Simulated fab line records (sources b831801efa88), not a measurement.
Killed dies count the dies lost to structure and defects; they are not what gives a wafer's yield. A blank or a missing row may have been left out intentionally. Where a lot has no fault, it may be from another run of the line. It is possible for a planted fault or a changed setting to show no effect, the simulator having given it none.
Which tool did it?    flow gf180mcu    14 lots, 42 wafers sampled, at 3 steps of a route of 602

## WHAT THE GAUGES SHOWED, per wafer
GF_HV_LDD_TW_MEAS_50. Usual: HV_LDD_4_TW 571, standard deviation 3.9.
lot   measured      on             HV_LDD_4_TW  flag
L279  day 12 11:20  film-metro-02  571 569 565  
L280  day 12 13:18  film-metro-01  568 570 572  
L283  day 14 04:22  film-metro-04  572 574 576  
L284  day 14 14:33  film-metro-04  570 569 575  
L287  day 15 13:24  film-metro-04  539 539 541  OFF
L288  day 15 17:42  film-metro-01  535 533 535  OFF
L290  day 16 04:35  film-metro-01  572 575 571  
L296  day 18 03:01  film-metro-01  572 572 573  
L297  day 18 11:04  film-metro-01  573 569 571  
L298  day 18 20:42  film-metro-01  571 572 570  
L299  day 19 05:12  film-metro-04  571 577 573  
L300  day 19 10:38  film-metro-01  571 577 573  
L301  day 19 19:05  film-metro-02  567 568 569  
L302  day 20 15:21  film-metro-02  568 570 569  

GF_CONTACT_OVL_MEAS_15. Usual: CONTACT_OVL -3 nm, standard deviation 5.1.
lot   measured      on          CONTACT_OVL (nm)  flag
L279  day 16 02:27  overlay-01  -12 0 -11         
L280  day 16 07:03  overlay-02  -3 -6 -5          
L283  day 18 00:16  overlay-02  1 1 1             
L284  day 18 13:20  overlay-02  -4 -8 0           
L287  day 19 14:31  overlay-02  -4 -1 -5          
L288  day 19 20:22  overlay-02  5 3 0             
L290  day 20 08:33  overlay-01  0 4 -11           
L296  day 22 09:22  overlay-02  -2 3 -2           
L297  day 22 16:34  overlay-02  -2 -4 2           
L298  day 23 01:47  overlay-01  1 1 -3            
L299  day 23 10:02  overlay-02  -9 -2 -6          
L300  day 23 14:05  overlay-02  -2 -6 -16         
L301  day 23 21:57  overlay-01  0 -5 3            
L302  day 24 16:45  overlay-02  -4 -1 -3          

## WHICH TOOL RAN EACH LOT (tool, then ch and the chambers of the sampled wafers, then the start)
lot   GF_HV_LDD_IMPLANT_48
L279  implanter-01 ch 0, day 12 11:06
L280  implanter-04 ch 0, day 12 13:05
L283  implanter-04 ch 0, day 14 04:07
L284  implanter-01 ch 0, day 14 14:18
L287  implanter-04 ch 0, day 15 13:11
L288  implanter-04 ch 0, day 15 17:29
L290  implanter-01 ch 0, day 16 04:20
L296  implanter-02 ch 0, day 18 02:46
L297  implanter-04 ch 0, day 18 10:51
L298  implanter-02 ch 0, day 18 20:27
L299  implanter-02 ch 0, day 19 04:57
L300  implanter-02 ch 0, day 19 10:23
L301  implanter-02 ch 0, day 19 18:52
L302  implanter-02 ch 0, day 20 15:08
- GF_HV_LDD_IMPLANT_48

## WHAT THE TOOLS THEMSELVES READ (means of the sampled wafers that have a number; where no wafer has one, the mark that the record gives instead)
GF_HV_LDD_IMPLANT_48. Usual: beam-on-s 9.99 s, standard deviation 0.18; faraday-current-uA 169, standard deviation 3.1.
lot   tool          beam-on-s (s)  faraday-current-uA  flag
L279  implanter-01  10.10          168                 
L280  implanter-04  10.05          168                 
L283  implanter-04  10.00          169                 
L284  implanter-01  10.11          168                 
L287  implanter-04  8.04           211                 OFF
L288  implanter-04  8.08           209                 OFF
L290  implanter-01  9.88           171                 
L296  implanter-02  10.06          168                 
L297  implanter-04  10.01          169                 
L298  implanter-02  9.86           172                 
L299  implanter-02  9.85           171                 
L300  implanter-02  9.90           171                 
L301  implanter-02  10.04          169                 
L302  implanter-02  10.10          167                 

## THE ANSWER, worked out from the rows above alone
Rule: a lot is off if the mean of its wafers that have a number lies more than 3 standard deviations from the usual mean. Also off: a lot with no number at a reading for which 4 or more lots have one. The other lots that the step has rows for count as sound. After the gauges, taken in route order, come the tools' own readings; for these a lot's mean is taken, as printed above. At the first step where some lot is off, the reading lying furthest off is the one used; lots without a number count as furthest.
Off: L287, L288, at GF_HV_LDD_TW_MEAS_50 (HV_LDD_4_TW).
A tool fits if, at a process step before that reading, it ran every lot that is off, and no sound lot after the first of them. Not tried: the gauges at GF_HV_LDD_TW_MEAS_50; whatever is off there is also off at GF_HV_LDD_IMPLANT_48, on other tools, and gauge error can't account for it. Not one of the candidates tried fits.

## WHAT HAD BEEN PUT IN BY THE SIMULATOR
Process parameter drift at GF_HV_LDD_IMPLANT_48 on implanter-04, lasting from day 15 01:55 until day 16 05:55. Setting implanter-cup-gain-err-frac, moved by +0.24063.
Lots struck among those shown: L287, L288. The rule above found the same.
